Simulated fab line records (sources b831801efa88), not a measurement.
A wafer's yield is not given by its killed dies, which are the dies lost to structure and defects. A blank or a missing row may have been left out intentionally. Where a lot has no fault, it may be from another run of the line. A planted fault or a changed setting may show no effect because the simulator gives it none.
Commonality check across tools | flow gf180mcu | Lots sampled 12, wafers sampled 36

WHY THIS WAS OPENED
GF_VT_IMPLANT_TW_MEAS_21, reading VT_IMPLANT_2_TW: flagged on 1 of 12 lots. Fault-free wafers read 1204, with a standard deviation of 8.7.
Rule: a lot is flagged in two cases, either no wafer of it has a number, or all its wafers with numbers fall more than 4 standard deviations from that mean. The rest of the lots are taken to be sound.

lot  | measured     | on            | VT_IMPLANT_2_TW, wafer by wafer | flag
L890 | day 6 08:13  | film metro-02 | 1204 1211 1206                  |
L891 | day 6 13:04  | film metro-02 | 1203 1207 1201                  |
L893 | day 7 02:34  | film metro-01 | 1204 1197 1207                  |
L894 | day 7 09:13  | film metro-02 | 1209 1201 1211                  |
L898 | day 8 07:49  | film metro-01 | 30 30 30                        | FLAGGED
L900 | day 8 22:46  | film metro-02 | 1218 1214 1213                  |
L906 | day 10 13:16 | film metro-02 | 1201 1197 1204                  |
L907 | day 10 17:28 | film metro-04 | 1207 1206 1211                  |
L909 | day 11 04:25 | film metro-02 | 1203 1206 1203                  |
L910 | day 11 15:07 | film metro-02 | 1200 1205 1202                  |
L912 | day 12 03:46 | film metro-01 | 1198 1204 1201                  |
L913 | day 12 05:43 | film metro-01 | 1209 1202 1195                  |
Flagged lots average 30: -1174 relative to the usual, that is -99 or more standard deviations.

LOT BY LOT: THE TOOL USED
The record holds 2 process steps before the reading, out of a route of 602 steps. Every cell lists first the tool, next ch and the chambers used by the sampled wafers, and last the start.
lot  | flag    | GF_LVPWELL_STRIP_10                 | GF_VT_IMPLANT_EXPOSE_15
L890 |         | plasma asher-02 ch 0,1, day 3 21:40 | iline stepper-02 ch 0, day 6 00:04
L891 |         | plasma asher-04 ch 0,1, day 4 03:43 | iline stepper-01 ch 0, day 6 05:24
L893 |         | plasma asher-04 ch 0,1, day 4 14:56 | iline stepper-01 ch 0, day 6 19:05
L894 |         | plasma asher-04 ch 1, day 4 20:20   | iline stepper-02 ch 0, day 7 01:03
L898 | FLAGGED | plasma asher-02 ch 0,1, day 5 17:46 | iline stepper-02 ch 0, day 7 23:19
L900 |         | plasma asher-03 ch 0,1, day 6 05:46 | iline stepper-02 ch 0, day 8 13:58
L906 |         | plasma asher-04 ch 1, day 7 16:49   | iline stepper-02 ch 0, day 10 03:49
L907 |         | plasma asher-04 ch 0,1, day 7 21:01 | iline stepper-01 ch 0, day 10 08:21
L909 |         | plasma asher-03 ch 0,1, day 8 06:52 | iline stepper-02 ch 0, day 10 19:31
L910 |         | plasma asher-03 ch 0,1, day 8 15:22 | iline stepper-02 ch 0, day 11 05:59
L912 |         | plasma asher-03 ch 0,1, day 9 02:22 | iline stepper-01 ch 0, day 11 17:38
L913 |         | plasma asher-02 ch 0,1, day 9 05:49 | iline stepper-02 ch 0, day 11 20:09
What is done by these steps:
- GF_LVPWELL_STRIP_10: strips in O2/N2.
- GF_VT_IMPLANT_EXPOSE_15: exposes mask Nwell LV AREA, target cd 860 nm.
- GF_VT_IMPLANT_TW_MEAS_21

FLAGGED OVER TOTAL, TOOL BY TOOL (the gauges that took the reading come last)
step                     | tool             | lots run | flagged | share of the flagged lots | sound lots run after its first flagged lot
GF_LVPWELL_STRIP_10      | plasma asher-02  | 3        | 1       | all                       | 1 (L913)
GF_LVPWELL_STRIP_10      | plasma asher-03  | 4        | 0       | none                      | -
GF_LVPWELL_STRIP_10      | plasma asher-04  | 5        | 0       | none                      | -
GF_VT_IMPLANT_EXPOSE_15  | iline stepper-01 | 4        | 0       | none                      | -
GF_VT_IMPLANT_EXPOSE_15  | iline stepper-02 | 8        | 1       | all                       | 5 (L900,L906,L909,L910,L913)
GF_VT_IMPLANT_TW_MEAS_21 | film metro-01    | 4        | 1       | all                       | 2 (L912,L913)
GF_VT_IMPLANT_TW_MEAS_21 | film metro-02    | 7        | 0       | none                      | -
GF_VT_IMPLANT_TW_MEAS_21 | film metro-04    | 1        | 0       | none                      | -

THE TABLE: WHAT IT ALLOWS
3 rows of the table ran every flagged lot: plasma asher-02 at GF_LVPWELL_STRIP_10, iline stepper-02 at GF_VT_IMPLANT_EXPOSE_15, film metro-01 at GF_VT_IMPLANT_TW_MEAS_21.
- plasma asher-02 at GF_LVPWELL_STRIP_10: 1 of its 3 lots flagged. Sound lots ran on it after the first flagged one (L913), which a lasting fault on the whole tool wouldn't allow.
- iline stepper-02 at GF_VT_IMPLANT_EXPOSE_15: 1 of its 8 lots flagged. Sound lots ran on it after the first flagged one (L900, L906, L909, L910, L913), which a lasting fault on the whole tool wouldn't allow.
- film metro-01 at GF_VT_IMPLANT_TW_MEAS_21: 1 of its 4 lots flagged. Sound lots ran on it after the first flagged one (L912, L913), which a lasting fault on the whole tool wouldn't allow.
None of the table's rows ran every flagged lot and, after the first, no sound lot.

WHAT THE SIMULATOR HAD INSERTED
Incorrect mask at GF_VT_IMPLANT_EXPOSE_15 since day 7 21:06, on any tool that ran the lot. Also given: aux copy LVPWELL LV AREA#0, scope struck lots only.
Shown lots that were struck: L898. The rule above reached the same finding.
